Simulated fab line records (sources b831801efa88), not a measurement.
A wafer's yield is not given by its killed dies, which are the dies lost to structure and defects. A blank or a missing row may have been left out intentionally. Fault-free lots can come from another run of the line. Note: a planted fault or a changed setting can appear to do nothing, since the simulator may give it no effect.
Problem report in the 8D (eight disciplines) form, filled by code / flow sky130 / the parts of the form that need people (team, actions taken, sign-off) are left out

== 1. THE ISSUE ==
LDD_HVN_TW at SKY_LDD_HVN_TW_MEAS_10 reads a mean of 764 on 3 wafers of 1 lot; wafers without a fault read 1442 with a standard deviation of 7. That puts it -97 standard deviations away from the usual mean.
First seen on wafer L258.1, day 27 06:47, on film-metro-04. Wafers with a number at this step in the record: 39, from 13 lots. Rule for "out", or "out of limits": more than 4 standard deviations from the usual mean. The other wafers with a number count as sound.

== 2. WHAT IT IS, AND WHAT IT ISN'T ==
question=which readings at this step | is=LDD_HVN_TW | is not=-
question=which lots | is=L258 | is not=L242, L243, L244, L245, L246, L249, L250, L251, L252, L253, L254, L265
question=which wafers of those lots | is=all that have a number | is not=-
question=read on which gauges | is=film-metro-04 | is not=film-metro-01, film-metro-02
question=when | is=from day 27 06:47 | is not=up to then (33 sound wafers); but 3 sound wafers of L265 came after

== 3. WHAT RULES OUT EACH SUSPECT ==
Counting: a tool at a process step up to the reading stays a suspect if it ran every lot that is out and no sound lot after the first of them.
- the gauge at SKY_LDD_HVN_TW_MEAS_10 has been ruled out. All the wafers that are out were read on film-metro-04, but those of them that SKY_LDD_P_STRIP_10 has rows for are out there too, on other tools.
- rie-diel-03 at SKY_POLY_GATE_ETCH_15 (etches BARC in N2/H2, stops on SiO2, time 118.5 s, target depth 110 nm): kept. It ran the lot that is out, L258 (day 23 05:15), and no sound lot after that; its last sound lot up to then is L249 (day 19 15:12).
- plasma-asher-02 at SKY_LDD_N_STRIP_16 (strips in O2/N2): kept. It ran the lot that is out, L258 (day 24 16:53), and no sound lot after that; its last sound lot up to then is L254 (day 22 22:44).
- plasma-asher-04 at SKY_LDD_P_STRIP_10 (strips in O2/N2): ruled out as a lasting fault. Following L258 (day 26 01:15), the first lot on it that is out, the sound lots L265 were run on it.
- plasma-asher-01 at SKY_LDD_HVN_STRIP_09 (strips in O2/N2): kept. It ran the lot that is out, L258 (day 27 06:41), and no sound lot after that; its last sound lot up to then is L254 (day 25 16:29). On those wafers its own readings are out: oes-product-au, strip-time-to-endpoint-s.
Left after counting: rie-diel-03 at SKY_POLY_GATE_ETCH_15, plasma-asher-02 at SKY_LDD_N_STRIP_16, plasma-asher-01 at SKY_LDD_HVN_STRIP_09.

== 4. THE CAUSE (what the simulator had put in) ==
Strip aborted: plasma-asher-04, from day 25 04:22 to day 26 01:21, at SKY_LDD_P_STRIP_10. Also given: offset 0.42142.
Counting ruled it out, wrongly: the rule takes a fault to strike every lot that its tool runs from its start on, and this one did not.

== 5. THE EFFECT CHAIN, in route order ==
One row per reading whose mean, taken over the struck wafers that have a number, lies over 3 standard deviations from the usual. Scope: only readings with a usual standard deviation given in the record; hours: median across lots of the time from each lot's start at the first step in this table that gives one to its start at this step; sigmas: change in usual standard deviations.
hours=0; step=SKY_LDD_P_STRIP_10; reading=oes-product-au; usual=0.716 a.u.; on struck wafers=0.955; change=+0.239; sigmas=+52
hours=29; step=SKY_LDD_HVN_STRIP_09; reading=oes-product-au; usual=0.408 a.u.; on struck wafers=0.496; change=+0.088; sigmas=+18
hours=29; step=SKY_LDD_HVN_STRIP_09; reading=strip-time-to-endpoint-s; usual=4.134 s; on struck wafers=6.225; change=+2.091; sigmas=+99 or more
hours=30; step=SKY_LDD_HVN_TW_MEAS_10; reading=LDD_HVN_TW; usual=1442; on struck wafers=764; change=-678; sigmas=-97
Process steps it contains:
- SKY_LDD_P_STRIP_10: strips in O2/N2.
- SKY_LDD_HVN_STRIP_09: strips in O2/N2.
Readings that are blank on the struck wafers while sound wafers have them: strip-time-to-endpoint-s at SKY_LDD_P_STRIP_10.

== 6. WHAT WOULD HAVE CAUGHT IT SOONER ==
In this record the first reading out of limits at a measuring or inspecting step was taken at day 27 06:47, 50 hours after the fault began at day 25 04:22.
The tool's own readings at SKY_LDD_P_STRIP_10 were out on every struck wafer that the step has a row for (oes-product-au): an alarm limit on them would have fired on the first of those.
